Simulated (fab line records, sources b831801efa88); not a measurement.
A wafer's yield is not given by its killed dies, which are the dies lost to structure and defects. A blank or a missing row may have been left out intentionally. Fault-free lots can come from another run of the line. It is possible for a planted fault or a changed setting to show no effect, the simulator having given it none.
Problem report in the 8D (eight disciplines) form, filled by code + flow sky130 + the parts of the form that need people (team, actions taken, sign-off) are left out

1. WHAT IS WRONG
At SKY_SONOS_ONO_SOFTBAKE_09, heater-power-total-W averages 61.27 W over 6 wafers from 2 lots, while fault-free wafers read 56.59 W, standard deviation 0.04. So: +99 or more standard deviations from the usual mean.
The step: time 60 s.
Seen first at day 15 19:32 on litho-track-02, wafer L114.1. The record has a number at this step for 36 wafers belonging to 12 lots. The rule behind "out" and "out of limits": a value lying over 4 standard deviations away from the usual mean. The rest of the wafers with a number are treated as sound.

2. WHAT THIS IS AND IS NOT
| question                    | is                                 | is not                                                                                       |
|-----------------------------|------------------------------------|----------------------------------------------------------------------------------------------|
| which readings at this step | heater-power-total-W, run-length-s | resist-line-temp-C                                                                           |
| which lots                  | L114, L115                         | L104, L105, L110, L111, L112, L123, L124, L125, L126, L127                                   |
| which wafers of those lots  | all that have a number             | -                                                                                            |
| read on which tools         | litho-track-02                     | litho-track-01, litho-track-04                                                               |
| when                        | from day 15 19:32                  | up to then (15 sound wafers); but 15 sound wafers of L123, L124, L125, L126, L127 came after |

3. THE SUSPECTS, EACH WITH WHAT RULES IT OUT
Counting: a tool at a process step up to the reading stays a suspect if it ran every lot that is out and no sound lot after the first of them.
- litho-track-02 at SKY_SONOS_ONO_SOFTBAKE_09 (time 60 s): kept. It ran every lot that is out, first L114 (day 15 19:32), and no sound lot after that; its last sound lot up to then is L111 (day 15 02:53). Out on those wafers are its own readings of heater-power-total-W, run-length-s.
The count leaves litho-track-02 at SKY_SONOS_ONO_SOFTBAKE_09.

4. THE CAUSE (what the simulator had put in)
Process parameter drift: litho-track-02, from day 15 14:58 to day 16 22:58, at SKY_SONOS_ONO_SOFTBAKE_09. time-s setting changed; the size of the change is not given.
Only this tool survived the counting.

5. THE CHAIN OF EFFECTS, in route order
Each row: a reading where the mean over the struck wafers with a number is more than 3 standard deviations away from the usual. Scope: only readings with a usual standard deviation given in the record; hours: median across lots of the time from each lot's start at the first step in this table that gives one to its start at this step; sigmas: change in usual standard deviations.
| hours | step                      | reading              | usual   | on struck wafers | change | sigmas      |
|-------|---------------------------|----------------------|---------|------------------|--------|-------------|
| 0     | SKY_SONOS_ONO_SOFTBAKE_09 | heater-power-total-W | 56.59 W | 61.27            | +4.68  | +99 or more |
| 0     | SKY_SONOS_ONO_SOFTBAKE_09 | run-length-s         | 89.34 s | 76.86            | -12.48 | -62         |
Process steps it contains:
- SKY_SONOS_ONO_SOFTBAKE_09: time 60 s.

6. WHAT WOULD HAVE CAUGHT IT SOONER
First out-of-limits reading in this record: day 15 19:32, which is 5 hours after fault onset at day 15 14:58.
